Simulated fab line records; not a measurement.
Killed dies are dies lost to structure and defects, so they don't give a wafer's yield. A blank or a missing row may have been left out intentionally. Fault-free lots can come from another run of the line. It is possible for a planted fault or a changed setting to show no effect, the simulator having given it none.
Matching of chambers || flow gf180mcu || GF_V5_CMP_26 on cmp-01 has 4 sister chambers
The step polishes, stops on SiO2, t overpolish 15 s, target thk 0 nm. 4 wafers are shown with their chamber, then 9 later ones without.

== WAFERS PAIRED WITH THEIR CHAMBERS ==
{"wafer": "L861.2", "chamber": 2, "motorCurrentA (A)": 11.3}
{"wafer": "L863.1", "chamber": 3, "motorCurrentA (A)": 9.3}
{"wafer": "L863.2", "chamber": 1, "motorCurrentA (A)": 10.2}
{"wafer": "L863.6", "chamber": 0, "motorCurrentA (A)": 12.6}

== WAFERS WITH NO CHAMBER GIVEN ==
{"wafer": "L864.1", "motorCurrentA (A)": 9.2}
{"wafer": "L864.4", "motorCurrentA (A)": 11.8}
{"wafer": "L864.6", "motorCurrentA (A)": 9.8}
{"wafer": "L867.1", "motorCurrentA (A)": 9.6}
{"wafer": "L867.5", "motorCurrentA (A)": 9.6}
{"wafer": "L867.6", "motorCurrentA (A)": 13.0}
{"wafer": "L869.1", "motorCurrentA (A)": 11.0}
{"wafer": "L869.2", "motorCurrentA (A)": 9.7}
{"wafer": "L869.6", "motorCurrentA (A)": 9.6}

== EACH ONE'S CHAMBER ==
{"wafer": "L864.1", "from the rows above": 3, "in truth": 3}
{"wafer": "L864.4", "from the rows above": "can't be placed: 2 or 0", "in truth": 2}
{"wafer": "L864.6", "from the rows above": "can't be placed: 1 or 3", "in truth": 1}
{"wafer": "L867.1", "from the rows above": "can't be placed: 3 or 1", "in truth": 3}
{"wafer": "L867.5", "from the rows above": "can't be placed: 3 or 1", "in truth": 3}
{"wafer": "L867.6", "from the rows above": 0, "in truth": 0}
{"wafer": "L869.1", "from the rows above": "can't be placed: 2 or 1", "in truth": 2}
{"wafer": "L869.2", "from the rows above": "can't be placed: 3 or 1", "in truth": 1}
{"wafer": "L869.6", "from the rows above": "can't be placed: 3 or 1", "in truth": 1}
Correctly placed: 2 of 9. Cannot be placed on the basis of these rows: 7; the candidates contain the true chamber in 7. Placed wrongly: 0.
How it was worked out, from the rows above alone: a wafer's distance from a chamber is the root of the sum, over the readings, of the square of ((its reading less the chamber's mean) divided by the reading's scatter). If the next closest chamber is less than 2 further off than the closest, the wafer can't be placed; otherwise it belongs to the closest. For every chamber, the mean is computed from those of its wafers that are shown. The scatter: with one shown wafer a chamber, the root of the mean of the squares of how far each hidden wafer lies from its nearest shown one.
